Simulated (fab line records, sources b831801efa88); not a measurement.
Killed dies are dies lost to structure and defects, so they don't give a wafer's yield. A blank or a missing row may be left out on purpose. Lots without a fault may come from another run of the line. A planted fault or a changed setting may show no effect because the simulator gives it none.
fab line records | flow sky130
record lots=12 wafers=36 last_day=49
route steps=708 shown METAL1@436 METAL4@632 METAL5@661 PASSIVATION@682 PAD_OPEN@708
lots that met no fault: from a run of the same line without faults
start_h: hours from the record's first day to the start of the lot's first wafer shown | wait_h: hours since the lot's step before | " the same as in the row above | L1.1+2: a row that stands for several wafers | - no value, or no start given | * or withheld: withheld | < > ~ a bound
route shown NAME@n: a module of which the file shows steps, and the number in the route of the first | usual: mean/standard deviation of fault-free wafers | same: alike in all rows | chamber/n: place in a boat | sites: the reading at each site | _std_site: their standard deviation | _edge_site: outer sites' mean less inner sites' | radius_mm: how far each site lies from the wafer's centre | mask NAME#n: copy n | behind: the tool/chamber that last shaped the wafer | hold: why the lot was held/for how many hours/how that ended | device: the transistor (n, p or np) that didn't switch | end of line: the same wafers' tests at the end of the route | a step without rows: its recipe alone | killed: dies lost to structure and defects at the first sort, not the wafer's yield | map: a wafer's dies, x killed, . not, _ none there
set.NAME: the setting as run; set.NAME@STEP: as run at that earlier step | model.NAME: the simulator's own value behind a step, which no gauge read
steps of the route over a sample of lots; a table a step, a row a wafer
services: from which hour (start_h, from the record's first day; less than 0 if before it) a tool's chamber was out of use, for how many hours, and why
## steps
# step SKY_METAL1_SPUTTER_02
# recipe material=AlCu target_thk_nm=250 power_w=10600 time_s=13.3 chamber_pressure_pa=0.4
# usual throttle_valve_pct=30.4/0.65
# columns lot.wafer tool chamber start_h wait_h throttle_valve_pct
L196.1 pvd_sputter-01 - 738.76 0.0 30.5
L196.2 " - " " 30.0
L196.4 " - " " 30.1
L197.2 pvd_sputter-03 - 742.81 0.0 31.2
L197.3 " - " " 30.4
L197.4 " - " " 31.2
L198.1 pvd_sputter-03 - 755.87 0.0 29.8
L198.2 " - " " 31.5
L198.6 " - " " 31.1
L200.1 pvd_sputter-03 - 788.54 0.0 31.5
L200.5 " - " " 31.2
L200.6 " - " " 31.4
L201.3 pvd_sputter-01 - 797.17 0.0 30.4
L201.5 " - " " 30.0
L201.6 " - " " 29.9
L203.2 pvd_sputter-01 - 806.18 0.0 30.2
L203.4 " - " " 30.5
L203.6 " - " " 30.4
L204.4 pvd_sputter-01 - 822.24 0.0 30.2
L204.5 " - " " 30.6
L204.6 " - " " 30.2
L206.1 pvd_sputter-03 - 825.68 0.0 30.7
L206.4 " - " " 30.9
L206.6 " - " " 30.1
L205.1 pvd_sputter-03 - 828.84 0.0 30.6
L205.2 " - " " 31.3
L205.5 " - " " 30.0
L207.3 pvd_sputter-03 - 832.66 0.0 31.3
L207.4 " - " " 30.7
L207.6 " - " " 29.8
L213.1 pvd_sputter-03 - 871.60 0.0 31.3
L213.4 " - " " 30.8
L213.5 " - " " 31.1
L214.1 pvd_sputter-03 - 875.61 0.0 30.7
L214.3 " - " " 31.2
L214.4 " - " " 31.4
# step SKY_METAL4_ETCH_16
# recipe chemistry=N2/H2 target=BARC ion_energy_ev=200 bias_w=100 pressure_mtorr=30 n2_flow_sccm=100 h2_flow_sccm=200 icp_w=500 stop_on=SiO2 time_s=88.2 target_depth_a=600
# usual drypump_motor_current_A=5.5/0.74 oes_product_au=0.626/0.0044 throttle_valve_pct=13.206/0.0084
# columns lot.wafer tool chamber start_h wait_h drypump_motor_current_A oes_product_au rf_hours_counter_h throttle_valve_pct
L196.1 rie_metal-02 1 979.93 0.0 5.1 0.626 4 13.201
L196.2 " 0 " " 6.8 0.623 17 13.210
L196.4 " 1 " " 5.1 0.623 - 13.213
L197.2 rie_metal-02 0 985.18 0.0 6.8 0.623 17 13.207
L197.3 " 0 " " 6.8 0.619 - 13.201
L197.4 " 1 " " 5.1 0.635 - 13.199
L198.1 rie_metal-02 1 995.40 0.0 5.1 0.627 5 13.197
L198.2 " 0 " " 6.8 0.629 18 13.203
L198.6 " 1 " " 5.0 0.629 - 13.204
L200.1 rie_metal-03 0 1025.04 0.0 6.1 0.633 7 13.202
L200.5 " 0 " " 6.1 0.623 - 13.207
L200.6 " 1 " " 5.2 0.630 - 13.204
L201.3 rie_metal-03 0 1031.88 0.0 6.0 0.629 - 13.204
L201.5 " 1 " " 5.2 0.625 - 13.223
L201.6 " 0 " " 6.1 0.625 - 13.199
L203.2 rie_metal-02 0 1036.68 0.0 6.8 0.628 20 13.194
L203.4 " 0 " " 6.8 0.618 - 13.205
L203.6 " 0 " " 6.8 0.630 - 13.201
L204.4 rie_metal-02 1 1054.97 0.0 5.1 0.620 - 13.188
L204.5 " 1 " " 5.0 0.626 - 13.201
L204.6 " 0 " " 6.8 0.622 - 13.199
L206.1 rie_metal-03 1 1056.88 0.0 5.2 0.625 13 13.205
L206.4 " 0 " " 6.1 0.620 - 13.198
L206.6 " 1 " " 5.2 0.631 - 13.210
L205.1 rie_metal-01 0 1058.84 0.0 5.0 0.627 8 13.215
L205.2 " 1 " " 4.7 0.628 21 13.203
L205.5 " 0 " " 5.0 0.621 - 13.202
L207.3 rie_metal-02 0 1059.66 0.0 6.8 0.622 - 13.213
L207.4 " 1 " " 5.1 0.630 - 13.208
L207.6 " 1 " " 5.1 0.617 - 13.198
L213.1 rie_metal-02 0 1093.74 0.0 6.8 0.618 25 13.216
L213.4 " 0 " " 6.8 0.626 - 13.198
L213.5 " 0 " " 6.8 0.625 - 13.201
L214.1 rie_metal-03 0 1096.64 0.0 6.1 0.623 13 13.198
L214.3 " 0 " " 6.1 0.630 - 13.207
L214.4 " 1 " " 5.2 0.626 - 13.214
# step SKY_METAL5_SPUTTER_00
# recipe material=Ti target_thk_nm=15 power_w=3000 time_s=10 chamber_pressure_pa=0.4
# usual throttle_valve_pct=30.5/0.62
# columns lot.wafer tool chamber start_h wait_h throttle_valve_pct
L196.1 pvd_sputter-03 - 1005.53 0.1 31.3
L196.2 " - " " 31.2
L196.4 " - " " 30.7
L197.2 pvd_sputter-01 - 1010.35 0.2 29.8
L197.3 " - " " 30.4
L197.4 " - " " 30.3
L198.1 pvd_sputter-01 - 1021.20 0.1 29.8
L198.2 " - " " 30.4
L198.6 " - " " 30.6
L200.1 pvd_sputter-04 - 1051.13 0.2 30.3
L200.5 " - " " 31.2
L200.6 " - " " 29.9
L201.3 pvd_sputter-03 - 1057.03 0.2 31.2
L201.5 " - " " 31.4
L201.6 " - " " 31.4
L203.2 pvd_sputter-03 - 1061.56 0.1 30.1
L203.4 " - " " 31.3
L203.6 " - " " 29.9
L204.4 pvd_sputter-04 - 1078.92 0.2 30.4
L204.5 " - " " 29.6
L204.6 " - " " 30.1
L206.1 pvd_sputter-01 - 1080.24 0.2 29.9
L206.4 " - " " 30.5
L206.6 " - " " 29.9
L205.1 pvd_sputter-04 - 1082.20 0.1 30.0
L205.2 " - " " 30.0
L205.5 " - " " 30.1
L207.3 pvd_sputter-01 - 1083.18 0.2 30.6
L207.4 " - " " 29.9
L207.6 " - " " 29.9
L213.1 pvd_sputter-01 - 1117.13 0.1 30.7
L213.4 " - " " 29.7
L213.5 " - " " 29.9
L214.1 pvd_sputter-01 - 1119.43 0.2 30.4
L214.3 " - " " 29.7
L214.4 " - " " 30.2
# step SKY_PASSIVATION_THK_MEAS_01
# recipe reads=SiO2_of_PASSIVATION_CVD_00
# usual PASSIVATION_CVD_00_THK=90.3/1.2
# columns lot.wafer tool chamber start_h wait_h PASSIVATION_CVD_00_THK[nm]
L196.1 film_metro-03 - 1029.09 - 88.5
L196.2 " - " " 89.2
L196.4 " - " " 90.3
L197.2 film_metro-02 - 1033.58 - 89.5
L197.3 " - " " 90.3
L197.4 " - " " 91.6
L198.1 film_metro-04 - 1044.22 - 90.9
L198.2 " - " " 91.2
L198.6 " - " " 92.0
L200.1 film_metro-04 - 1072.99 - 89.6
L200.5 " - " " 92.3
L200.6 " - " " 91.5
L201.3 film_metro-03 - 1079.02 - 88.4
L201.5 " - " " 89.8
L201.6 " - " " 90.1
L203.2 film_metro-03 - 1083.39 - 90.8
L203.4 " - " " 92.7
L203.6 " - " " 92.1
L204.4 film_metro-04 - 1100.54 - 93.2
L204.5 " - " " 92.5
L204.6 " - " " 93.5
L206.1 film_metro-04 - 1102.12 - 89.0
L206.4 " - " " 89.5
L206.6 " - " " 91.0
L205.1 film_metro-04 - 1103.70 - 90.6
L205.2 " - " " 90.9
L205.5 " - " " 91.5
L207.3 film_metro-02 - 1104.39 - 88.1
L207.4 " - " " 89.7
L207.6 " - " " 90.0
L213.1 film_metro-02 - 1137.53 - 90.3
L213.4 " - " " 91.9
L213.5 " - " " 91.7
L214.1 film_metro-03 - 1140.17 - 88.0
L214.3 " - " " 88.7
L214.4 " - " " 89.4
# step SKY_PAD_OPEN_PROBE_99
# usual defect_limited_yield=82.6/1.9 killed_at_M0_to_M3=43/6.9 killed_at_M4_up=3.0/1.8 killed_at_contacts=24/4.8 killed_at_front_end=15/4.5 killed_at_other=0.4/0.67 killed_dies=86/9.2 killed_open=46/6.9 killed_short=39/6 sort_bin_3_pad_short=0.8/0.39 sort_bin_5_function=10.2/1.3 sort_bin_6_memory=6.3/1.2 sort_n_pass=406/9.2 sort_yield_pct=82.6/1.9
# same gross_dies=492 killed_at_back_side=0 sort_bin_4_leakage[%]=0 sort_bin_8_speed[%]=0
# columns lot.wafer tool chamber start_h wait_h hold defect_limited_yield[%] killed_at_M0_to_M3 killed_at_M4_up killed_at_contacts killed_at_front_end killed_at_other killed_dies killed_open killed_short sort_bin_3_pad_short[%] sort_bin_5_function[%] sort_bin_6_memory[%] sort_n_pass sort_yield_pct[%]
L198.1 prober-02 - 1089.36 0.1 - 81.3 48 3 19 22 0 92 44 47 0.2 11.4 7.1 400 81.3
L198.2 prober-02 - 1089.41 0.1 - 80.9 36 1 30 24 3 94 56 36 0.4 8.5 10.2 398 80.9
L198.6 prober-02 - 1089.61 0.2 - 83.5 44 2 23 12 0 81 37 43 0 10.2 6.3 411 83.5
L200.1 prober-02 - 1117.38 0.1 - 83.3 40 3 26 12 1 82 37 44 1.4 10.6 4.7 410 83.3
L200.5 prober-02 - 1117.58 0.2 - 83.9 34 1 23 19 2 79 36 40 1.0 8.5 6.5 413 83.9
L200.6 prober-02 - 1117.63 0.2 - 83.5 44 0 16 19 2 81 38 41 0.8 8.3 7.3 411 83.5
L204.4 prober-02 - 1142.54 0.2 - 82.9 48 2 20 13 1 84 49 35 0.6 9.3 7.1 408 82.9
L204.5 prober-02 - 1142.59 0.2 - 82.7 52 2 24 7 0 85 48 36 1.2 9.1 6.9 407 82.7
L204.6 prober-02 - 1142.64 0.2 - 82.5 36 2 32 16 0 86 51 34 0.2 11.6 5.7 406 82.5
L206.1 prober-01 - 1144.57 0.1 - 79.9 56 7 28 7 1 99 59 39 1.2 11.8 7.1 393 79.9
L206.4 prober-01 - 1144.72 0.2 - 83.5 47 3 21 10 0 81 49 31 0.8 10.0 5.7 411 83.5
L206.6 prober-01 - 1144.82 0.2 - 82.7 45 2 25 13 0 85 47 37 0.8 11.2 5.3 407 82.7
L207.3 prober-01 - 1147.57 0.2 await_dispo/5.6h/release 78.9 62 3 23 16 0 104 42 28 1.2 13.6 6.3 388 78.9
L207.4 prober-01 - 1147.62 0.2 await_dispo/5.6h/release 75.4 95 2 18 6 0 121 44 26 2.6 14.6 7.3 371 75.4
L207.6 prober-01 - 1147.72 0.2 await_dispo/5.6h/release 79.5 62 2 19 18 0 101 41 27 1.6 12.6 6.3 391 79.5
L213.1 prober-02 - 1176.96 0.1 await_dispo/1.1h/release 76.2 83 2 19 13 0 117 45 29 1.8 16.1 5.9 375 76.2
L213.4 prober-02 - 1177.11 0.2 await_dispo/1.1h/release 74.8 92 2 19 11 0 124 44 32 2.8 14.4 7.9 368 74.8
L213.5 prober-02 - 1177.16 0.2 await_dispo/1.1h/release 79.1 72 2 17 12 0 103 39 37 1.8 13.0 6.1 389 79.1
L214.1 prober-01 - 1178.70 0.1 await_dispo/6.6h/release 72.4 93 4 26 13 0 136 48 34 2.4 16.9 8.3 356 72.4
L214.3 prober-01 - 1178.80 0.2 await_dispo/6.6h/release 73.4 96 3 23 9 0 131 38 38 3.0 18.3 5.3 361 73.4
L214.4 prober-01 - 1178.85 0.2 await_dispo/6.6h/release 76.8 70 1 26 17 0 114 52 33 1.4 15.9 5.9 378 76.8
# killed by level:class
L198.1 VIA1:geometric_particle:open=9 VIA3:geometric_particle:open=7 POLY_GATE:geometric_particle:open=7 VIA2:geometric_particle:open=7 POLY_GATE:geometric_particle:short=6 METAL1:geometric_particle:short=6 METAL2:geometric_particle:short=6 VIA3:geometric_particle:short=6
L198.2 CONTACT:geometric_particle:open=17 VIA1:geometric_particle:open=9 POLY_GATE:geometric_particle:open=7 POLY_GATE:geometric_particle:short=6 METAL2:geometric_particle:short=5 FIELD_ISO:geometric_particle:open=4 VIA3:geometric_particle:open=4 METAL1:geometric_particle:short=4
L198.6 VIA1:geometric_particle:open=10 VIA2:geometric_particle:open=8 CONTACT:geometric_particle:open=7 VIA1:geometric_particle:short=7 LOCAL_INTERCONNECT:geometric_particle:short=6 METAL1:geometric_particle:short=6 LI_CONTACT:geometric_particle:short=4 METAL3:geometric_particle:short=4
L200.1 LI_CONTACT:geometric_particle:open=10 VIA1:geometric_particle:open=9 METAL2:geometric_particle:short=7 FIELD_ISO:geometric_particle:short=6 VIA1:geometric_particle:short=6 CONTACT:geometric_particle:short=5 VIA2:geometric_particle:open=5 CONTACT:geometric_particle:open=4
L200.5 CONTACT:geometric_particle:short=8 POLY_GATE:geometric_particle:open=6 VIA1:geometric_particle:open=6 VIA2:geometric_particle:open=6 METAL2:geometric_particle:short=5 POLY_GATE:geometric_particle:short=4 LI_CONTACT:geometric_particle:open=4 CONTACT:geometric_particle:open=4
L200.6 FIELD_ISO:geometric_particle:short=8 VIA2:geometric_particle:open=8 METAL1:geometric_particle:short=7 METAL2:geometric_particle:short=6 VIA2:geometric_particle:short=6 LI_CONTACT:geometric_particle:open=5 VIA3:geometric_particle:open=5 VIA1:geometric_particle:open=5
L204.4 VIA1:geometric_particle:open=12 VIA3:geometric_particle:open=9 LI_CONTACT:geometric_particle:open=8 CONTACT:geometric_particle:open=7 VIA1:geometric_particle:short=6 FIELD_ISO:geometric_particle:short=5 VIA3:geometric_particle:short=5 POLY_GATE:geometric_particle:open=4
L204.5 VIA1:geometric_particle:open=12 VIA3:geometric_particle:open=10 CONTACT:geometric_particle:open=9 METAL2:geometric_particle:short=7 VIA2:geometric_particle:open=5 LI_CONTACT:geometric_particle:open=5 VIA1:geometric_particle:short=5 VIA3:geometric_particle:short=5
L204.6 CONTACT:geometric_particle:open=12 VIA1:geometric_particle:open=11 VIA1:geometric_particle:short=7 LI_CONTACT:geometric_particle:open=7 VIA2:geometric_particle:open=7 LOCAL_INTERCONNECT:geometric_particle:short=5 CONTACT:geometric_particle:short=5 FIELD_ISO:geometric_particle:short=4
L206.1 VIA1:geometric_particle:open=13 CONTACT:geometric_particle:open=12 VIA2:geometric_particle:open=8 VIA3:geometric_particle:open=8 LI_CONTACT:geometric_particle:open=7 VIA1:geometric_particle:short=7 CONTACT:geometric_particle:short=6 VIA2:geometric_particle:short=5
L206.4 VIA1:geometric_particle:open=16 LI_CONTACT:geometric_particle:open=8 VIA3:geometric_particle:open=7 CONTACT:geometric_particle:open=6 VIA1:geometric_particle:short=5 METAL2:geometric_particle:short=5 POLY_GATE:geometric_particle:open=4 LOCAL_INTERCONNECT:geometric_particle:short=4
L206.6 VIA3:geometric_particle:open=10 VIA2:geometric_particle:open=8 LI_CONTACT:geometric_particle:open=7 VIA3:geometric_particle:short=6 LOCAL_INTERCONNECT:geometric_particle:short=6 CONTACT:geometric_particle:open=6 VIA1:geometric_particle:short=6 VIA1:geometric_particle:open=6
L207.3 METAL1:unspecified=33 CONTACT:geometric_particle:open=12 VIA3:geometric_particle:open=7 FIELD_ISO:geometric_particle:short=6 VIA1:geometric_particle:open=6 LI_CONTACT:geometric_particle:open=5 VIA3:geometric_particle:short=4 METAL1:geometric_particle:open=3
L207.4 METAL1:unspecified=51 LI_CONTACT:geometric_particle:open=10 VIA1:geometric_particle:open=9 CONTACT:geometric_particle:open=7 VIA3:geometric_particle:open=6 VIA2:geometric_particle:short=5 VIA2:geometric_particle:open=5 METAL1:geometric_particle:short=4
L207.6 METAL1:unspecified=32 VIA1:geometric_particle:open=8 VIA1:geometric_particle:short=8 CONTACT:geometric_particle:open=7 VIA3:geometric_particle:open=7 FIELD_ISO:geometric_particle:open=6 LI_CONTACT:geometric_particle:open=6 POLY_GATE:geometric_particle:open=4
L213.1 METAL1:unspecified=43 VIA1:geometric_particle:open=13 VIA2:geometric_particle:open=8 VIA3:geometric_particle:open=5 CONTACT:geometric_particle:short=5 CONTACT:geometric_particle:open=5 FIELD_ISO:geometric_particle:short=4 FIELD_ISO:geometric_particle:open=4
L213.4 METAL1:unspecified=48 VIA2:geometric_particle:open=10 CONTACT:geometric_particle:open=7 VIA3:geometric_particle:open=7 LI_CONTACT:geometric_particle:open=6 VIA2:geometric_particle:short=6 METAL1:geometric_particle:short=5 VIA1:geometric_particle:open=5
L213.5 METAL1:unspecified=27 VIA1:geometric_particle:open=11 VIA2:geometric_particle:open=8 METAL3:geometric_particle:short=8 CONTACT:geometric_particle:open=7 LI_CONTACT:geometric_particle:open=5 FIELD_ISO:geometric_particle:short=4 POLY_GATE:geometric_particle:short=4
L214.1 METAL1:unspecified=51 CONTACT:geometric_particle:open=10 VIA1:geometric_particle:open=9 CONTACT:geometric_particle:short=7 LI_CONTACT:geometric_particle:open=6 VIA2:geometric_particle:open=6 VIA1:geometric_particle:short=5 VIA3:geometric_particle:open=4
L214.3 METAL1:unspecified=55 VIA1:geometric_particle:open=13 VIA2:geometric_particle:open=8 CONTACT:geometric_particle:short=6 CONTACT:geometric_particle:open=6 METAL1:geometric_particle:short=5 METAL2:geometric_particle:short=5 LI_CONTACT:geometric_particle:open=4
L214.4 METAL1:unspecified=28 VIA1:geometric_particle:open=14 CONTACT:geometric_particle:open=12 FIELD_ISO:geometric_particle:open=6 VIA1:geometric_particle:short=6 CONTACT:geometric_particle:short=5 FIELD_ISO:geometric_particle:short=4 LI_CONTACT:geometric_particle:open=4
## services
# columns tool chamber start_h hours kind
rie_metal-03 - 728.78 2.8 pm
pvd_sputter-04 - 732.88 4.7 repair
rie_metal-02 0 752.32 29.4 repair
rie_metal-03 - 758.54 44.9 repair
pvd_sputter-03 - 781.45 1.9 repair
rie_metal-02 - 808.40 2.8 pm
pvd_sputter-03 - 808.71 5.2 repair
pvd_sputter-03 0 814.45 - consumable_replace:kit
pvd_sputter-03 0 814.45 18.0 scheduled_down
pvd_sputter-03 0 814.45 18.0 vent_cycle
rie_metal-01 - 828.85 0.3 repair
pvd_sputter-03 - 841.87 4.8 repair
pvd_sputter-01 - 895.84 12.0 repair
pvd_sputter-01 - 942.08 3.2 repair
pvd_sputter-04 - 943.85 4.6 repair
pvd_sputter-04 - 964.83 0.5 repair
pvd_sputter-03 3 986.61 - consumable_replace:kit
pvd_sputter-03 3 986.61 18.0 scheduled_down
pvd_sputter-03 3 986.61 18.0 vent_cycle
rie_metal-01 - 997.18 0.3 repair
pvd_sputter-01 - 1005.36 0.5 repair
pvd_sputter-03 2 1101.12 - consumable_replace:kit
pvd_sputter-03 2 1101.12 18.0 scheduled_down
pvd_sputter-03 - 1106.45 4.1 repair
## key
first_sign step=SKY_PAD_OPEN_PROBE_99 reading=killed_at_M0_to_M3 direction=up sigmas=5.4 usual=43 struck=81
effect step=SKY_PAD_OPEN_PROBE_99 reading=sort_bin_5_function direction=up sigmas=3.6 usual=10.2 struck=15.0
met_at SKY_METAL1_SPUTTER_02
struck_lots L207,L213,L214
not_acting_at SKY_METAL4_ETCH_16,SKY_METAL5_SPUTTER_00,SKY_PASSIVATION_THK_MEAS_01
onset_between 828.84 832.66
also_fits time
fault kind=chamber_particle_source tool=pvd_sputter-03 chamber=- onset_h=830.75 steps=SKY_METAL1_SPUTTER_02 rate_per_visit_cm2=0.62532 end_h=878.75
